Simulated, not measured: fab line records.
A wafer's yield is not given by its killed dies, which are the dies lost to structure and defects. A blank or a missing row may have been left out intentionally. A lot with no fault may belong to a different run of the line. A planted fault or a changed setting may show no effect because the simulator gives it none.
What tool caused it? + flow sky130 + 39 wafers from 13 lots sampled at 4 of the route's 708 steps

WHAT THE GAUGES SHOWED, per wafer
SKY_PASSIVATION_THK_MEAS_03. Usual: PASSIVATION_CVD_02_THK 540 nm, standard deviation 10.
| lot  | measured     | on           | PASSIVATION_CVD_02_THK (nm) | flag |
|------|--------------|--------------|-----------------------------|------|
| L252 | day 43 21:50 | filmMetro-02 | 525 541 536                 |      |
| L253 | day 44 05:32 | filmMetro-01 | 539 549 550                 |      |
| L254 | day 44 11:22 | filmMetro-01 | 532 542 548                 |      |
| L260 | day 46 13:05 | filmMetro-01 | 531 542 542                 |      |
| L261 | day 46 16:22 | filmMetro-02 | 530 533 526                 |      |
| L263 | day 47 03:58 | filmMetro-01 | 530 541 540                 |      |
| L265 | day 47 09:19 | filmMetro-03 | 536 546 545                 |      |
| L266 | day 47 18:41 | filmMetro-03 | 537 534 542                 |      |
| L267 | day 48 05:07 | filmMetro-03 | 530 531 541                 |      |
| L268 | day 48 20:09 | filmMetro-02 | 534 530 538                 |      |
| L273 | day 49 11:52 | filmMetro-01 | 535 543 554                 |      |
| L274 | day 49 09:43 | filmMetro-03 | 549 545 546                 |      |
| L275 | day 49 15:58 | filmMetro-03 | 543 544 558                 |      |

WHAT TOOL EACH LOT RAN ON (gives the tool, then ch and the chambers of the sampled wafers, and finally the start)
| lot  | SKY_LOCAL_INTERCONNECT_CLEAN_17 | SKY_METAL5_SPUTTER_02       | SKY_PASSIVATION_CVD_02          |
|------|---------------------------------|-----------------------------|---------------------------------|
| L252 | wetBench-01 ch 1, day 30 09:47  | pvdSputter-03, day 42 22:05 | pecvd-02 ch 0,1,2, day 43 21:35 |
| L253 | wetBench-03 ch 3, day 30 12:43  | pvdSputter-04, day 43 05:08 | pecvd-03 ch 1,2, day 44 05:19   |
| L254 | wetBench-01 ch 0, day 31 01:03  | pvdSputter-04, day 43 11:44 | pecvd-04 ch 1,2, day 44 11:08   |
| L260 | wetBench-01 ch 1, day 33 18:14  | pvdSputter-01, day 45 15:27 | pecvd-02 ch 0,2, day 46 12:50   |
| L261 | wetBench-01 ch 0, day 33 18:21  | pvdSputter-01, day 45 17:35 | pecvd-04 ch 0,1,2, day 46 16:08 |
| L263 | wetBench-01 ch 3, day 34 10:49  | pvdSputter-03, day 46 05:47 | pecvd-03 ch 0,1,2, day 47 03:44 |
| L265 | wetBench-04 ch 3, day 34 17:41  | pvdSputter-04, day 46 11:43 | pecvd-03 ch 0,2, day 47 09:05   |
| L266 | wetBench-04 ch 2, day 35 06:23  | pvdSputter-03, day 46 21:44 | pecvd-04 ch 0,1,2, day 47 18:26 |
| L267 | wetBench-03 ch 3, day 35 20:32  | pvdSputter-04, day 47 08:14 | pecvd-02 ch 0,1,2, day 48 04:53 |
| L268 | wetBench-04 ch 0, day 36 14:05  | pvdSputter-03, day 47 23:46 | pecvd-04 ch 0,1, day 48 19:55   |
| L273 | wetBench-04 ch 1, day 37 12:22  | pvdSputter-04, day 48 16:19 | pecvd-03 ch 0,1,2, day 49 11:38 |
| L274 | wetBench-03 ch 0, day 37 14:08  | pvdSputter-03, day 48 13:48 | pecvd-03 ch 0,1,2, day 49 09:29 |
| L275 | wetBench-03 ch 3, day 37 19:56  | pvdSputter-03, day 48 21:31 | pecvd-03 ch 1,2, day 49 15:45   |
- SKY_LOCAL_INTERCONNECT_CLEAN_17: cleans in IPA, time 180 s.
- SKY_METAL5_SPUTTER_02: material AlCu, target thk 1150 nm, time 61.2 s.
- SKY_PASSIVATION_CVD_02: deposits Si3N4, target thk 540 nm.

WHAT THE TOOLS THEMSELVES READ (means of the sampled wafers that have a number; where no wafer has one, the mark that the record gives instead)
SKY_LOCAL_INTERCONNECT_CLEAN_17. Usual: 25.01 C for tempC, sd 0.11.
| lot  | tool        | tempC (C) | flag |
|------|-------------|-----------|------|
| L252 | wetBench-01 | 24.94     |      |
| L253 | wetBench-03 | 25.01     |      |
| L254 | wetBench-01 | 24.96     |      |
| L260 | wetBench-01 | 25.02     |      |
| L261 | wetBench-01 | 25.03     |      |
| L263 | wetBench-01 | 24.98     |      |
| L265 | wetBench-04 | 24.94     |      |
| L266 | wetBench-04 | 24.98     |      |
| L267 | wetBench-03 | 25.11     |      |
| L268 | wetBench-04 | 24.90     |      |
| L273 | wetBench-04 | 25.10     |      |
| L274 | wetBench-03 | 25.13     |      |
| L275 | wetBench-03 | 24.86     |      |

SKY_METAL5_SPUTTER_02. Usual: 30.1 % for throttleValvePct, sd 1.1.
| lot  | tool          | throttleValvePct (%) | flag |
|------|---------------|----------------------|------|
| L252 | pvdSputter-03 | 30.5                 |      |
| L253 | pvdSputter-04 | 28.4                 |      |
| L254 | pvdSputter-04 | 28.4                 |      |
| L260 | pvdSputter-01 | 31.1                 |      |
| L261 | pvdSputter-01 | 30.6                 |      |
| L263 | pvdSputter-03 | 30.6                 |      |
| L265 | pvdSputter-04 | 30.1                 |      |
| L266 | pvdSputter-03 | 30.1                 |      |
| L267 | pvdSputter-04 | 28.3                 |      |
| L268 | pvdSputter-03 | 30.0                 |      |
| L273 | pvdSputter-04 | 29.6                 |      |
| L274 | pvdSputter-03 | 29.9                 |      |
| L275 | pvdSputter-03 | 30.3                 |      |

SKY_PASSIVATION_CVD_02. Usual: 695 W for heaterPowerW, sd 71.
| lot  | tool     | heaterPowerW (W) | flag |
|------|----------|------------------|------|
| L252 | pecvd-02 | 708              |      |
| L253 | pecvd-03 | 712              |      |
| L254 | pecvd-04 | 677              |      |
| L260 | pecvd-02 | 686              |      |
| L261 | pecvd-04 | 675              |      |
| L263 | pecvd-03 | 731              |      |
| L265 | pecvd-03 | 699              |      |
| L266 | pecvd-04 | 639              |      |
| L267 | pecvd-02 | 716              |      |
| L268 | pecvd-04 | 611              |      |
| L273 | pecvd-03 | 678              |      |
| L274 | pecvd-03 | 693              |      |
| L275 | pecvd-03 | 717              |      |

THE ANSWER, worked out from the rows above alone
Rule: lot off if the mean of its wafers having a number is beyond 3 standard deviations from the usual mean. Also off: a lot with no number at a reading for which 4 or more lots have one. Where the step has rows for the other lots, those lots are counted as sound. Order of review: gauges by route order, followed by the tools' own readings, for which a lot's mean as printed above is used. At the first step where some lot is off, the reading lying furthest off is the one used; lots without a number count as furthest.
No lot is off on any of the readings shown, so nothing can be concluded from this.

WHAT THE SIMULATOR HAD INSERTED
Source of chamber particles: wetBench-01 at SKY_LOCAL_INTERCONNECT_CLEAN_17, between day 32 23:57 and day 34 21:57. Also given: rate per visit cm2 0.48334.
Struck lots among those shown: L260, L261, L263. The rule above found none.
